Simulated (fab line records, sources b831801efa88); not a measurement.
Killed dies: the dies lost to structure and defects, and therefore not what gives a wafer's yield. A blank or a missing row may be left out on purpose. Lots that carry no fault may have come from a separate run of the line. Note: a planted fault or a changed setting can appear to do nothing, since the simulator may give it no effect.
Problem report, 8D (eight disciplines) form, completed by code | flow sky130 | the parts of the form that need people (team, actions taken, sign-off) are left out

1. THE ISSUE
POLY_GATE_OXIDATION_THK at SKY_POLY_GATE_THK_MEAS_21 reads a mean of 2.62 nm on 6 wafers of 2 lots; wafers without a fault read 3.99 nm with a standard deviation of 0.077. That puts it -18 standard deviations away from the usual mean.
Seen first at day 22 04:59 on film-metro-03, wafer L478.3. The record holds 36 wafers of 12 lots with a number at this step. Rule for "out" (also "out of limits"): further than 4 standard deviations from the usual mean. The other wafers with a number count as sound.

2. WHAT THIS IS AND IS NOT
question                    | is                      | is not
which readings at this step | POLY_GATE_OXIDATION_THK | -
which lots                  | L478, L480              | L463, L466, L467, L468, L470, L472, L477, L484, L485, L486
which wafers of those lots  | all that have a number  | -
read on which gauges        | film-metro-03           | film-metro-01, film-metro-02
when                        | from day 22 04:59       | up to then (21 sound wafers); but 9 sound wafers of L484, L485, L486 came after

3. THE SUSPECTS, EACH WITH WHAT RULES IT OUT
Counting: a tool at a process step up to the reading stays a suspect if it ran every lot that is out and no sound lot after the first of them.
- ruled out: the gauge at SKY_POLY_GATE_THK_MEAS_21. All the wafers that are out were read on film-metro-03, but those of them that SKY_POLY_GATE_OXIDATION_20 has rows for are out there too, on other tools.
- furnace-01 at SKY_POLY_GATE_OXIDATION_20 (stabilise 600 s, purge 300 s, target thk 4 nm): kept. Every lot that is out went through it, starting with L478 (day 22 03:43), and after that it ran no sound lot; the last sound lot it ran before then is L472 (day 20 05:31). Out on those wafers are its own readings of spike-tc-bottom-C, spike-tc-centre-C, spike-tc-lower-C, spike-tc-top-C, spike-tc-upper-C, tube-center-temp-C, tube_center_temp_C_max.
Remaining after the count: furnace-01 at SKY_POLY_GATE_OXIDATION_20.

4. THE CAUSE (what the simulator had put in)
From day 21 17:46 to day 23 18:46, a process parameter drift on furnace-01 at SKY_POLY_GATE_OXIDATION_20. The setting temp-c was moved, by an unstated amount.
Counting left only this tool.

5. SEQUENCE OF EFFECTS, ordered by route
Each row: a reading where the mean over the struck wafers with a number is more than 3 standard deviations away from the usual. Only readings for which the record gives a usual standard deviation are gone through. hours: the time from each lot's start at the first step in this table that gives one to its start at this step, as a median over the lots. sigmas: the change in usual standard deviations.
hours | step                       | reading                 | usual    | on struck wafers | change | sigmas
0     | SKY_POLY_GATE_OXIDATION_20 | spike-tc-bottom-C       | 870.0 C  | 839.7            | -30.3  | -12
0     | SKY_POLY_GATE_OXIDATION_20 | spike-tc-centre-C       | 851.3 C  | 817.4            | -33.9  | -21
0     | SKY_POLY_GATE_OXIDATION_20 | spike-tc-lower-C        | 849.9 C  | 817.9            | -32.0  | -33
0     | SKY_POLY_GATE_OXIDATION_20 | spike-tc-top-C          | 863.2 C  | 831.3            | -31.9  | -35
0     | SKY_POLY_GATE_OXIDATION_20 | spike-tc-upper-C        | 849.8 C  | 817.1            | -32.7  | -30
0     | SKY_POLY_GATE_OXIDATION_20 | tube-center-temp-C      | 849.99 C | 817.55           | -32.44 | -99 or more
0     | SKY_POLY_GATE_OXIDATION_20 | tube_center_temp_C_max  | 852.2    | 819.9            | -32.3  | -90
1     | SKY_POLY_GATE_THK_MEAS_21  | POLY_GATE_OXIDATION_THK | 3.99 nm  | 2.62             | -1.37  | -18
It contains these process steps:
- SKY_POLY_GATE_OXIDATION_20: stabilise 600 s, purge 300 s, target thk 4 nm.

6. WHAT WOULD HAVE CAUGHT IT SOONER
The first out-of-limits reading at a measuring or inspecting step in this record came at day 22 04:59, 11 hours after the fault's start at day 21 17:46.
Tool's own readings at SKY_POLY_GATE_OXIDATION_20, spike-tc-bottom-C, spike-tc-centre-C, spike-tc-lower-C, spike-tc-top-C, spike-tc-upper-C, tube-center-temp-C, tube_center_temp_C_max: out on all struck wafers the step has rows for; an alarm limit on them would have tripped on the first.
L480, from the lots that are out (2), started SKY_POLY_GATE_OXIDATION_20 on furnace-01 later than day 22 04:59. Holding the tool at that time would have saved it.
